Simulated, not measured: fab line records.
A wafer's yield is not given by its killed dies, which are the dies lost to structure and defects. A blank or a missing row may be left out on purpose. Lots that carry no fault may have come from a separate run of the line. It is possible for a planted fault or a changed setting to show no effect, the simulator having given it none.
The tool behind it: which one? + flow sky130 + Sampling: 6 lots, 18 wafers, 3 of 708 route steps

== WHAT THE GAUGES SHOWED, per wafer ==
SKY_LDD_HVN_OVL_MEAS_07.
| lot  | measured     | on         | LDD_HVN_OVL (nm) |
|------|--------------|------------|------------------|
| L604 | day 20 13:22 | overlay-01 | 0.6 0.7 -0.5     |
| L608 | day 22 08:31 | overlay-01 | 2.7 0.8 1.2      |
| L610 | day 23 10:34 | overlay-02 | 1.2 1.4 -1.0     |
| L619 | day 26 05:09 | overlay-02 | 1.0 2.1 1.4      |
| L621 | day 26 20:12 | overlay-01 | -2.4 1.1 -2.5    |
| L626 | day 28 13:51 | overlay-01 | -1.8 -2.3 -2.0   |

== EACH LOT AND THE TOOL THAT RAN IT (in order: tool; ch and the chambers of the sampled wafers; start) ==
| lot  | SKY_VT_ADJUST_NCORE_COAT_02       | SKY_VT_ADJUST_NCORE_STRIP_10         |
|------|-----------------------------------|--------------------------------------|
| L604 | litho_track-01 ch 0, day 8 11:44  | plasma_asher-01 ch 0,1, day 8 22:38  |
| L608 | litho_track-01 ch 0, day 9 15:28  | plasma_asher-03 ch 0,1, day 10 02:48 |
| L610 | litho_track-01 ch 0, day 10 06:46 | plasma_asher-01 ch 0,1, day 10 18:40 |
| L619 | litho_track-02 ch 0, day 12 17:15 | plasma_asher-04 ch 0,1, day 13 06:22 |
| L621 | litho_track-04 ch 0, day 13 07:19 | plasma_asher-03 ch 0, day 13 20:34   |
| L626 | litho_track-04 ch 0, day 14 22:31 | plasma_asher-04 ch 0,1, day 15 12:37 |
- SKY_VT_ADJUST_NCORE_COAT_02: resist thk 1140 nm.
- SKY_VT_ADJUST_NCORE_STRIP_10: strips in O2/N2.

== THE ANSWER, worked out from the rows above alone ==
Rule: the lots themselves supply what counts as usual. The widest of any qualifying gaps counts: lots, ordered by their means at a reading, are off when they make up no more than a third of the lots, leave a main group of 4 or more, and stand apart from it by 3 or more times the standard deviation of that group's means. If all means in a main group match to the digits the tables above print for the reading, that group is not used. A lot without any number at a reading at which 4 lots or more have one is off too. Any other lot the step has rows for is counted as sound.
No lot is off on any of the readings shown, so nothing can be concluded from this.

== WHAT THE SIMULATOR HAD PUT IN ==
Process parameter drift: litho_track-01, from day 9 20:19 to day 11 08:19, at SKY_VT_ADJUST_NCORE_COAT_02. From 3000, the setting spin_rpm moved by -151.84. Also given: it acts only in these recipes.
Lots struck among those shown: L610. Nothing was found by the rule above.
